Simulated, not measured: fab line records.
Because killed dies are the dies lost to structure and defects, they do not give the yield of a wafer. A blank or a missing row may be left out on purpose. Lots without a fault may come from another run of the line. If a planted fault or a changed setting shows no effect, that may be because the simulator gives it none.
Which tool was responsible? + flow gf180mcu + route of 602 steps, sampled at 1 step: 13 lots, 39 wafers

== WHAT EACH GAUGE READ, for each wafer ==
GF_V4_OVL_MEAS_15.
| lot  | measured     | on         | V4_OVL (nm) |
|------|--------------|------------|-------------|
| L268 | day 24 12:09 | overlay-02 | 9 9 10      |
| L269 | day 24 20:26 | overlay-02 | 0 -2 4      |
| L271 | day 25 13:35 | overlay-02 | 0 2 -2      |
| L274 | day 26 13:06 | overlay-02 | 0 -1 -2     |
| L280 | day 28 20:03 | overlay-01 | -8 5 -3     |
| L281 | day 29 01:09 | overlay-02 | -2 0 0      |
| L282 | day 29 06:38 | overlay-02 | 6 -2 3      |
| L283 | day 29 13:48 | overlay-02 | 2 -2 0      |
| L284 | day 29 18:13 | overlay-01 | -2 -6 -5    |
| L285 | day 30 02:44 | overlay-02 | 6 1 6       |
| L286 | day 30 12:47 | overlay-01 | 1 -4 -4     |
| L287 | day 30 13:30 | overlay-02 | -1 4 2      |
| L290 | day 31 13:27 | overlay-02 | -8 4 -4     |

== EACH LOT AND THE TOOL THAT RAN IT (in order: tool; ch and the chambers of the sampled wafers; start) ==
There is no process step in the record ahead of these readings.

== WHAT THE TOOLS THEMSELVES READ (means of the sampled wafers that have a number; where no wafer has one, the mark that the record gives instead) ==
The record holds no such reading with a usual standard deviation.

== THE ANSWER, worked out from the rows above alone ==
Rule: the usual values come from the lots themselves. Put in order of their means at a reading, lots are off if they are a third of the lots or fewer, leave a main group of 4 or more, and stand apart from it by a gap of 3 or more times the standard deviation of the main group's means; of several such gaps the widest counts. Not used: any main group whose means are identical at the precision the tables above print for the reading. A lot without any number at a reading at which 4 lots or more have one is off too. All remaining lots with rows at the step are treated as sound. After the gauges, taken in route order, come the tools' own readings; for these a lot's mean is taken, as printed above. At the first step where some lot is off, the reading lying furthest off is the one used; lots without a number count as furthest.
No lot is off at any reading shown: from this, nothing can be told.

== WHAT WAS PUT IN BY THE SIMULATOR ==
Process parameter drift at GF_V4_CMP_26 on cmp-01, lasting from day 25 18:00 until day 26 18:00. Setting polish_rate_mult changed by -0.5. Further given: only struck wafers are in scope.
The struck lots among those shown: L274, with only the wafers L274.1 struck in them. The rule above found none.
